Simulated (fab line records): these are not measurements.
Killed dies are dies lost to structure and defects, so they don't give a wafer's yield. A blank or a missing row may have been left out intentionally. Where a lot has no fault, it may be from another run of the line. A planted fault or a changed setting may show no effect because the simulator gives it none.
Comparing a struck lot with a sound one :: flow gf180mcu :: 15 out of 602 route steps
Sound: wafers L671.4, L671.5, L671.6. Wafers struck: L690.3, L690.5, L690.6. The cause comes at the end.
For every step that has rows: the tool of each side, followed by ch and its chambers, followed by its first start. Under that, the readings that differ: sound wafers :: struck wafers :: difference of the means :: sigmas: that difference in standard deviations of wafers without a fault.
alike: same words and numbers on both sides, and readings whose means sit less than 2 such deviations apart. not compared: any withheld reading, any reading some wafer has no value for, any bound like >300 that may hide the same value, and any number with overlapping values for which the record gives no deviation.
The two part at a step that has a row with sigmas, a row that says differs or no value, or rows on one side only. Numbers that have no deviation but don't overlap get no sigmas and don't part them. A reading that every wafer of one side lacks parts them only if that side has two wafers or more.

first, 2 steps without rows for these wafers: GF_DNWELL_DEVELOP_06 (develop time 60 s); GF_DNWELL_IMPLANT_07.
GF_DNWELL_STRIP_08: strips in O2/N2.
  sound on plasma-asher-04 ch 0,1, day 3 05:25; struck on plasma-asher-04 ch 0,1, day 7 10:16
  alike: drypump-motor-current-A, heater-power-w, oes-product-au, strip-time-to-endpoint-s
  not compared: rf-hours-counter-h
GF_DNWELL_TW_MEAS_09:
  sound: film-metro-01 at day 3 05:31; struck: film-metro-04 at day 7 10:21
  alike: DNWELL_TW
then, 7 steps without rows for these wafers: GF_NWELL_DEHYDRATE_00 (time 60 s); GF_NWELL_HMDS_01 (prime time 60 s); GF_NWELL_COAT_02 (resist thk 3000 nm); GF_NWELL_SOFTBAKE_03; GF_NWELL_EXPOSE_04 (exposes mask Nwell, target cd 860 nm); GF_NWELL_PEB_05; GF_NWELL_DEVELOP_06 (develop time 60 s).
GF_NWELL_OVL_MEAS_07:
  sound: overlay-02 at day 3 19:17; struck: overlay-02 at day 8 01:14
  alike: NWELL_OVL
GF_NWELL_IMPLANT_08:
  sound on implanter-04 ch 0, day 3 19:22; struck on implanter-04 ch 0, day 8 01:19
reading: beam-energy-keV
sound: 449.90 450.02 449.90
struck: 467.83 467.72 468.06
difference: +17.93
sigmas: +99 or more

reading: model.implant.rp-nm (nm)
sound: 556.6 556.6 556.6
struck: 586.7 586.7 586.7
difference: +30.1
sigmas: 

reading: model.implant.drp-nm (nm)
sound: 123.9 123.9 123.9
struck: 126.2 126.2 126.2
difference: +2.3
sigmas: 
after that, 1 step had no rows for these wafers: GF_NWELL_IMPLANT_09.
GF_PASSIVATION_PROBE_99:
  rows exist in the record for the sound wafers here (prober-02, day 29 14:02), none for the struck ones

== WHERE THEY PART ==
Earliest at GF_NWELL_IMPLANT_08; latest, in this record, at GF_PASSIVATION_PROBE_99.

WHY: what the simulator had put in
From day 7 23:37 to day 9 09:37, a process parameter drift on implanter-04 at GF_NWELL_IMPLANT_08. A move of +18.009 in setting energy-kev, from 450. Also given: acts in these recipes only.
